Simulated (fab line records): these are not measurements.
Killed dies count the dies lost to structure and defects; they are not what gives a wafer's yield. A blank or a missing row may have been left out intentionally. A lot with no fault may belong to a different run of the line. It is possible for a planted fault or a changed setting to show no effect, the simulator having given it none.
Struck lot and sound lot, side by side :: flow sfqLine :: 3 steps out of a route of 325
Sound: the wafers L334.2, L334.5, L334.6. Struck: wafers L341.2, L341.5, L341.6. The cause comes at the end.
Each step with rows lists, per side, the tool, then ch with its chambers, then its first start. Under that, the readings that differ: sound wafers :: struck wafers :: difference of the means :: sigmas: that difference in standard deviations of wafers without a fault.
alike: same words and numbers on both sides, and readings whose means sit less than 2 such deviations apart. not compared: any withheld reading, any reading some wafer has no value for, any bound like >300 that may hide the same value, and any number with overlapping values for which the record gives no deviation.
Wherever a step has rows on one side only, a row that says differs or no value, or a row with sigmas, the two part there. When numbers do not overlap yet have no deviation, they are printed without sigmas and do not part them. Lack of a reading on every wafer of one side parts them only where that side has two or more wafers.

SFQ_INCOMING_BOW_MEAS_900:
  sound on filmMetro-04 at day 2 06:01; struck on filmMetro-04 at day 3 17:01
  alike: INCOMING_BOW
SFQ_TRILAYER_INCOMING_OXIDATION_002: target thk 500 nm, ox time 4939 s.
  sound on furnace-01 ch 0, day 2 06:07; struck on furnace-02 ch 0, day 3 17:07
reading: spikeTcBottomC (C)
sound: 1021 1023 1021
struck: 1065 1067 1065
difference: +44
sigmas: +11

reading: spikeTcCentreC (C)
sound: 999.3 1002.0 1002.0
struck: 1052.7 1053.2 1051.2
difference: +51.3
sigmas: +47

reading: spikeTcLowerC (C)
sound: 1003.0 1001.6 1000.5
struck: 1054.0 1053.7 1052.9
difference: +51.8
sigmas: +52

reading: spikeTcTopC (C)
sound: 1017.1 1019.8 1017.8
struck: 1063.9 1065.8 1063.1
difference: +46.0
sigmas: +16

reading: spikeTcUpperC (C)
sound: 1000.8 1002.2 1001.0
struck: 1051.4 1052.4 1052.2
difference: +50.7
sigmas: +51

reading: tubeCenterTempC (C)
sound: 1000.1 999.98 999.94
struck: 1052.1 1052 1052
difference: +52.0
sigmas: +99 or more

reading: tube_center_temp_C_max
sound: 1002.9 1002.5 1003.2
struck: 1054.4 1055.1 1054.6
difference: +51.8
sigmas: +99 or more

reading: zonePowerBottomPct (%)
sound: 30.7 30.2 30.3
struck: 36.5 37.4 37.6
difference: +6.8
sigmas: +5

reading: zonePowerCentrePct (%)
sound: 24.3 24.6 24.4
struck: 26.1 26.9 26.3
difference: +2.0
sigmas: +4

reading: zonePowerLowerPct (%)
sound: 22.5 22.8 22.6
struck: 25.6 25.3 25.3
difference: +2.8
sigmas: +8

reading: zonePowerUpperPct (%)
sound: 21.2 21.8 21.5
struck: 25.8 26.3 26.4
difference: +4.7
sigmas: +5

reading: model.SiO2_of_TRILAYER_INCOMING_OXIDATION_002.thkNm (nm)
sound: 502 491.9 489.8
struck: 677.1 669 672.4
difference: +178.3
sigmas: 
SFQ_TRILAYER_L0_DEP_SPUTTER_003: material MoNx KI, target thk 40 nm, time 100 s.
  sound on pvdSputter-03 at day 2 08:29; struck on pvdSputter-06 at day 3 19:29
  alike: chamberPressurePa, throttleValvePct

WHERE THEY PART
SFQ_TRILAYER_INCOMING_OXIDATION_002 only, going by this record. Later steps at which nothing parts them and some readings are alike: SFQ_TRILAYER_L0_DEP_SPUTTER_003.

WHY: the cause the simulator had injected
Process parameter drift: furnace-02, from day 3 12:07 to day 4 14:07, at SFQ_TRILAYER_INCOMING_OXIDATION_002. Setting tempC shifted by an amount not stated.
